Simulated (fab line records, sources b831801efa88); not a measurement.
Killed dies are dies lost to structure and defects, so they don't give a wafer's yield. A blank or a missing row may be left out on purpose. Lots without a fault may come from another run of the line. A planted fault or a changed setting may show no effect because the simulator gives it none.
Chamber matching | flow sky130 | SKY_CONTACT_CVD_00 on pecvd-04: 3 sister chambers
The step deposits Si3N4, target thk 75 nm. 20 wafers are shown with their chamber, then 10 later ones without.

WAFERS WITH THEIR CHAMBER
wafer  | chamber | heater_power_w (W)
L074.1 | 0       | 679
L074.2 | 2       | 597
L074.4 | 0       | 673
L075.3 | 0       | 650
L075.5 | 2       | 643
L075.6 | 0       | 647
L079.2 | 1       | 729
L079.3 | 2       | 672
L079.4 | 1       | 604
L080.2 | 0       | 653
L080.4 | 1       | 627
L080.6 | 2       | 583
L083.2 | 1       | 731
L083.3 | 0       | 643
L083.4 | 2       | 602
L085.3 | 2       | 699
L085.4 | 2       | 713
L085.5 | 1       | 721
L086.2 | 2       | 663
L086.4 | 1       | 691

SIGNATURES (means of the wafers above)
reading        | chamber 0 | chamber 1 | chamber 2 | scatter within a chamber
heater_power_w | 657.50    | 683.83    | 646.50    | 44
Rule: a wafer's distance from a chamber is the root of the sum, over the readings, of the square of ((its reading less the chamber's mean) divided by the reading's scatter). The wafer belongs to the nearest chamber; if the next one is less than 2 further off, it can't be placed. The scatter: the root of (the sum of the squares of (reading less its chamber's mean) over the shown wafers, divided by (wafers less chambers)).

WAFERS WITHOUT THEIR CHAMBER
wafer  | heater_power_w (W)
L086.6 | 631
L087.1 | 702
L087.2 | 652
L087.3 | 653
L090.1 | 638
L090.4 | 635
L090.5 | 662
L093.3 | 728
L093.4 | 712
L093.5 | 696

WHICH CHAMBER EACH WENT THROUGH
wafer  | from the rows above          | in truth
L086.6 | can't be placed: 2 or 0 or 1 | 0
L087.1 | can't be placed: 1 or 0 or 2 | 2
L087.2 | can't be placed: 0 or 2 or 1 | 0
L087.3 | can't be placed: 0 or 2 or 1 | 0
L090.1 | can't be placed: 2 or 0 or 1 | 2
L090.4 | can't be placed: 2 or 0 or 1 | 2
L090.5 | can't be placed: 0 or 2 or 1 | 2
L093.3 | can't be placed: 1 or 0 or 2 | 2
L093.4 | can't be placed: 1 or 0 or 2 | 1
L093.5 | can't be placed: 1 or 0 or 2 | 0
Placed correctly: 0 of 10. Can't be placed from these rows: 10 (the true chamber is among the candidates in 10). Placed wrongly: 0.
